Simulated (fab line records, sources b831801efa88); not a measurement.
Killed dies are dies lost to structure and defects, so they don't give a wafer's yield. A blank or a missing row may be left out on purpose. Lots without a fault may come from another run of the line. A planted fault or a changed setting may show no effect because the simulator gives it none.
Chamber matching | flow sky130 | SKY_VIA4_CMP_21 on cmp-01: 4 sister chambers
The step polishes, stops on SiO2, t overpolish 25 s, target thk 0 nm. 4 wafers are shown with their chamber, then 12 later ones without.

WAFERS WITH THEIR CHAMBER
wafer  | chamber | motor_current_A (A)
L084.4 | 1       | 12.0
L087.4 | 2       | 12.5
L088.2 | 3       | 10.3
L088.5 | 0       | 10.6

WAFERS WITHOUT THEIR CHAMBER
wafer  | motor_current_A (A)
L089.2 | 12.6
L089.3 | 10.9
L089.6 | 10.9
L094.3 | 12.1
L094.4 | 10.2
L094.6 | 10.6
L095.2 | 12.5
L095.3 | 10.6
L095.5 | 13.0
L096.3 | 12.5
L096.5 | 12.7
L096.6 | 10.5

WHICH CHAMBER EACH WENT THROUGH
wafer  | from the rows above     | in truth
L089.2 | 2                       | 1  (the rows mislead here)
L089.3 | can't be placed: 0 or 3 | 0
L089.6 | can't be placed: 0 or 3 | 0
L094.3 | can't be placed: 1 or 2 | 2
L094.4 | can't be placed: 3 or 0 | 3
L094.6 | can't be placed: 0 or 3 | 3
L095.2 | 2                       | 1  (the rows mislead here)
L095.3 | can't be placed: 0 or 3 | 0
L095.5 | 2                       | 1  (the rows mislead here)
L096.3 | 2                       | 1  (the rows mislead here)
L096.5 | 2                       | 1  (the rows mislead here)
L096.6 | can't be placed: 0 or 3 | 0
Placed correctly: 0 of 12. Can't be placed from these rows: 7 (the true chamber is among the candidates in 7). Placed wrongly: 5.
How it was worked out, from the rows above alone: a wafer's distance from a chamber is the root of the sum, over the readings, of the square of ((its reading less the chamber's mean) divided by the reading's scatter). The wafer belongs to the nearest chamber; if the next one is less than 2 further off, it can't be placed. A chamber's mean is the mean of its shown wafers. The scatter: with one shown wafer a chamber, the root of the mean of the squares of how far each hidden wafer lies from its nearest shown one.
